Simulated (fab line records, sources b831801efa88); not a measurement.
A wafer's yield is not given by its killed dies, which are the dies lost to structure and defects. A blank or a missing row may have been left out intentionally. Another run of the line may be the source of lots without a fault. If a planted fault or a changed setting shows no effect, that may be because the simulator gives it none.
Chamber matching -- flow gf180mcu -- GF_V3_CMP_26 on cmp-02: 4 sister chambers
The step polishes, stops on SiO2, t overpolish 15 s, target thk 0 nm. 4 wafers are shown with their chamber, then 7 later ones without.

WAFERS, EACH WITH ITS CHAMBER
wafer,chamber,motorCurrentA (A)
L272.2,3,11.0
L272.6,0,12.3
L276.3,2,10.9
L276.4,1,9.6

WAFERS WITH NO CHAMBER GIVEN
wafer,motorCurrentA (A)
L276.5,10.9
L285.2,10.0
L285.3,9.3
L285.5,9.6
L286.2,8.9
L286.5,9.6
L286.6,12.0

WHICH CHAMBER EACH ONE RAN IN
wafer,from the rows above,in truth
L276.5,can't be placed: 2 or 3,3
L285.2,can't be placed: 1 or 2 or 3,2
L285.3,1,1
L285.5,1,1
L286.2,1,1
L286.5,1,1
L286.6,0,0
Placed correctly: 5 of 7. From these rows, 2 cannot be placed; in 2 the true chamber is one of the candidates. Placed wrongly: 0.
How it was worked out, from the rows above alone: a wafer's distance from a chamber is the root of the sum, over the readings, of the square of ((its reading less the chamber's mean) divided by the reading's scatter). If the next closest chamber is less than 2 further off than the closest, the wafer can't be placed; otherwise it belongs to the closest. Each chamber's mean is taken over the wafers shown for it. The scatter: root of mean squared gap, hidden wafer to nearest shown wafer, with one shown wafer a chamber.
